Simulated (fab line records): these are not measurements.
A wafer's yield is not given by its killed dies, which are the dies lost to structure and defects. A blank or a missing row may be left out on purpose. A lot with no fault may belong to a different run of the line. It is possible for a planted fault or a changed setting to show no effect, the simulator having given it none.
Matching of chambers | flow sky130 | pecvd-01 running SKY_CONTACT_CVD_00: 3 sister chambers
The step deposits Si3N4, target thk 75 nm. 20 wafers are shown with their chamber, then 10 later ones without.

WAFERS, EACH WITH ITS CHAMBER
wafer  | chamber | heater power w (W)
L079.2 | 0       | 778
L079.3 | 1       | 662
L079.6 | 2       | 714
L081.3 | 0       | 764
L081.5 | 1       | 746
L081.6 | 0       | 760
L082.1 | 1       | 719
L082.2 | 0       | 778
L082.4 | 0       | 766
L086.1 | 2       | 715
L086.2 | 0       | 645
L086.3 | 1       | 709
L087.2 | 2       | 702
L087.4 | 2       | 701
L087.6 | 1       | 659
L088.3 | 0       | 702
L088.4 | 2       | 597
L088.6 | 0       | 728
L091.1 | 2       | 712
L091.2 | 0       | 644

SIGNATURES (means of the wafers above)
reading        | chamber 0 | chamber 1 | chamber 2 | scatter within a chamber
heater power w | 729.44    | 699.00    | 690.17    | 48.3
Rule: a wafer's distance from a chamber is the root of the sum, over the readings, of the square of ((its reading less the chamber's mean) divided by the reading's scatter). If the next closest chamber is less than 2 further off than the closest, the wafer can't be placed; otherwise it belongs to the closest. The scatter: take each reading less its chamber's mean, square it, sum over the shown wafers, divide by the number of wafers less the number of chambers, and take the root.

WAFERS WITH NO CHAMBER GIVEN
wafer  | heater power w (W)
L091.6 | 734
L093.1 | 668
L093.2 | 725
L093.4 | 641
L094.2 | 724
L094.5 | 725
L094.6 | 730
L096.1 | 703
L096.4 | 725
L096.6 | 757

CHAMBER TAKEN BY EACH
wafer  | from the rows above          | in truth
L091.6 | can't be placed: 0 or 1 or 2 | 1
L093.1 | can't be placed: 2 or 1 or 0 | 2
L093.2 | can't be placed: 0 or 1 or 2 | 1
L093.4 | can't be placed: 2 or 1 or 0 | 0
L094.2 | can't be placed: 0 or 1 or 2 | 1
L094.5 | can't be placed: 0 or 1 or 2 | 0
L094.6 | can't be placed: 0 or 1 or 2 | 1
L096.1 | can't be placed: 1 or 2 or 0 | 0
L096.4 | can't be placed: 0 or 1 or 2 | 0
L096.6 | can't be placed: 0 or 1 or 2 | 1
Correct placement for 0 of the 10. Can't be placed from these rows: 10 (the true chamber is among the candidates in 10). 0 placed wrongly.
